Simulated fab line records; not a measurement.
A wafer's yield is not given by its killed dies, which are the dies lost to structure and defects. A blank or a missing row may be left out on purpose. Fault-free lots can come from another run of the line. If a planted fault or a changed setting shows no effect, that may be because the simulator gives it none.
Struck lot and sound lot, side by side ; flow sky130 ; 21 steps out of a route of 708
Sound: the wafers L959.1, L959.2, L959.3. The struck wafers were L971.2, L971.3, L971.6. At the end, the cause is stated.
Per side, at each step with rows, come the tool, then ch with its chambers, and then its first start. Under that, the readings that differ: sound wafers ; struck wafers ; difference of the means ; sigmas: that difference in standard deviations of wafers without a fault.
alike: same words and numbers on both sides, and readings whose means sit less than 2 such deviations apart. not compared: any withheld reading, any reading some wafer has no value for, any bound like >300 that may hide the same value, and any number with overlapping values for which the record gives no deviation.
The two part at a step that has a row with sigmas, a row that says differs or no value, or rows on one side only. Numbers that don't overlap but have no deviation are shown without sigmas and don't part them. A reading missing from all wafers of one side parts the sides only when that side holds two or more wafers.

first, 2 steps without rows for these wafers: SKY_NWELL_PEB_08; SKY_NWELL_DEVELOP_09 (develop time 60 s).
SKY_NWELL_OVL_MEAS_10:
  sound: overlay-01 at day 4 10:08; struck: overlay-02 at day 7 15:35
  alike: NWELL_00_OVL
then, 3 steps without rows for these wafers: SKY_NWELL_IMPLANT_11; SKY_NWELL_IMPLANT_12; SKY_NWELL_IMPLANT_13.
SKY_NWELL_STRIP_14: strips in O2/N2.
  sound on plasma asher-03 ch 0,1, day 4 10:37; struck on plasma asher-03 ch 0,1, day 7 16:04
  alike: drypump motor current A, oes product au, strip time to endpoint s
  not compared: rf hours counter h
SKY_NWELL_TW_MEAS_15:
  sound: film metro-02 at day 4 10:43; struck: film metro-04 at day 7 16:10
reading;sound;struck;difference;sigmas
NWELL_TW;1797 1797 1791;1841 1845 1836;+46;+3
then, 4 steps without rows for these wafers: SKY_NWELL_DEHYDRATE_16 (time 60 s); SKY_NWELL_HMDS_17 (prime time 60 s); SKY_NWELL_COAT_18 (resist thk 3000 nm); SKY_NWELL_SOFTBAKE_19.
SKY_NWELL_EXPOSE_20: exposes mask NWM COMPLEMENT, target cd 840 nm.
  sound on iline stepper-01 ch 0, day 4 19:26; struck on iline stepper-01 ch 0, day 8 02:34
reading;sound;struck;difference;sigmas
mask;NWM_COMPLEMENT#0 NWM_COMPLEMENT#0 NWM_COMPLEMENT#0;PWDEM#0 PWDEM#0 PWDEM#0;differs;
  alike: stage vel mm s
then, 2 steps without rows for these wafers: SKY_NWELL_PEB_21; SKY_NWELL_DEVELOP_22 (develop time 60 s).
SKY_NWELL_OVL_MEAS_23:
  sound: overlay-01 at day 5 04:24; struck: overlay-01 at day 8 12:13
reading;sound;struck;difference;sigmas
NWELL_01_OVL (nm);1.7 0.0 -1.6;- - -;no value on the struck wafers;
next, for these wafers, 1 step has no rows: SKY_NWELL_IMPLANT_24.
SKY_NWELL_STRIP_25: strips in O2/N2.
  sound on plasma asher-02 ch 0,1, day 5 04:35; struck on plasma asher-04 ch 0,1, day 8 12:23
  alike: drypump motor current A, oes product au, strip time to endpoint s
  not compared: rf hours counter h
SKY_NWELL_TW_MEAS_26:
  sound: film metro-03 at day 5 04:41; struck: film metro-02 at day 8 12:30
reading;sound;struck;difference;sigmas
NWELL_2_TW;494 492 496;30 30 30;-464;-99 or more
then, 1 step without rows for these wafers: SKY_NWELL_CLEAN_27 (cleans in SC1/SC2, time 150 s).
-- the record jumps here: 40 days lie between the struck wafers' starts before and after (it left off in module NWELL and takes up again in module PAD_OPEN, whose first step shown is number 708 of the route) --
SKY_PAD_OPEN_PROBE_99:
  record: rows for the struck wafers here (prober-01, day 48 11:49), none for the sound ones

== WHERE THEY PART ==
Earliest at SKY_NWELL_TW_MEAS_15; latest, in this record, at SKY_PAD_OPEN_PROBE_99.

WHY: what had been put in by the simulator
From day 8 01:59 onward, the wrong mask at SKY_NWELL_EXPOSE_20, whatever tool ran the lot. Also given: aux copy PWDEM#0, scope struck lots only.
